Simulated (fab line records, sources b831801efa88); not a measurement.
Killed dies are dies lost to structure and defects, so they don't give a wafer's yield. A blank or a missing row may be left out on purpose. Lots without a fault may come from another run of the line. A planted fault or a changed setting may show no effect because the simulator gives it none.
One fault seen from 2 desks | flow gf180mcu | each desk has only its own numbers; what lay behind them comes last

THE METROLOGY DESK
What the gauges read, lot by lot, whatever tool the lot ran on: means of the sampled wafers that have a number. A lot is out of limits, marked OUT, if its mean lies more than 4 standard deviations from the usual mean; the brackets give that distance.
Columns: A = cd_nm at GF_V5_CD_MEAS_14, usual 260.2 nm; B = TOP_METAL_OVL at GF_TOP_METAL_OVL_MEAS_15, usual 1.3 nm; C = PASSIVATION_BOW at GF_PASSIVATION_BOW_MEAS_14, usual 136 um
lot  | first seen here | A     | B    | C
L180 | day 27 21:05    | 259.5 | -1.0 | 133
L183 | day 28 22:47    | 259.2 | -0.6 | 137
L184 | day 29 02:40    | 260.9 | 2.2  | 133
L186 | day 29 22:13    | 259.8 | 0.5  | 102
L187 | day 30 01:28    | 260.1 | 1.5  | 105
L193 | day 31 22:28    | 259.3 | 1.8  | 132
L196 | day 32 15:36    | 260.9 | 1.5  | 154
L195 | day 32 16:52    | 261.6 | 2.6  | 131
L197 | day 32 21:07    | 258.4 | 1.3  | 123
L198 | day 33 04:16    | 259.9 | 1.5  | 140
L199 | day 33 14:29    | 261.9 | 1.2  | 130
L201 | day 33 19:10    | 259.6 | 0.6  | 134
L202 | day 34 03:58    | 260.3 | 2.0  | 140
This desk's finding: nothing out of limits on any of the 13 lots.

THE TOOL OWNER'S DESK: pecvd-02
The tool's own readings at GF_PASSIVATION_CVD_00 (deposits SiO2 from TEOS, target thk 1000 nm, time 111.95 s): means of the sampled wafers that have a number, for each lot that ran on this tool. A lot is out of limits, marked OUT, if its mean lies more than 4 standard deviations from the usual mean; the brackets give that distance.
Columns: A = heater_power_outer_w at GF_PASSIVATION_CVD_00, usual 388 W; B = heater_power_w at GF_PASSIVATION_CVD_00, usual 661 W
lot  | first seen here | A   | B
L180 | day 28 18:54    | 379 | 659
L183 | day 29 20:49    | 408 | 664
L184 | day 30 00:19    | 407 | 708
L197 | day 33 15:37    | 389 | 661
L198 | day 33 22:07    | 410 | 720
L199 | day 34 09:02    | 383 | 664
This desk's finding: nothing out of limits on any of the 6 lots.

PUT TOGETHER
The metrology desk saw nothing out of limits.
The tool owner's desk saw nothing out of limits.

WHAT THE SIMULATOR HAD PUT IN
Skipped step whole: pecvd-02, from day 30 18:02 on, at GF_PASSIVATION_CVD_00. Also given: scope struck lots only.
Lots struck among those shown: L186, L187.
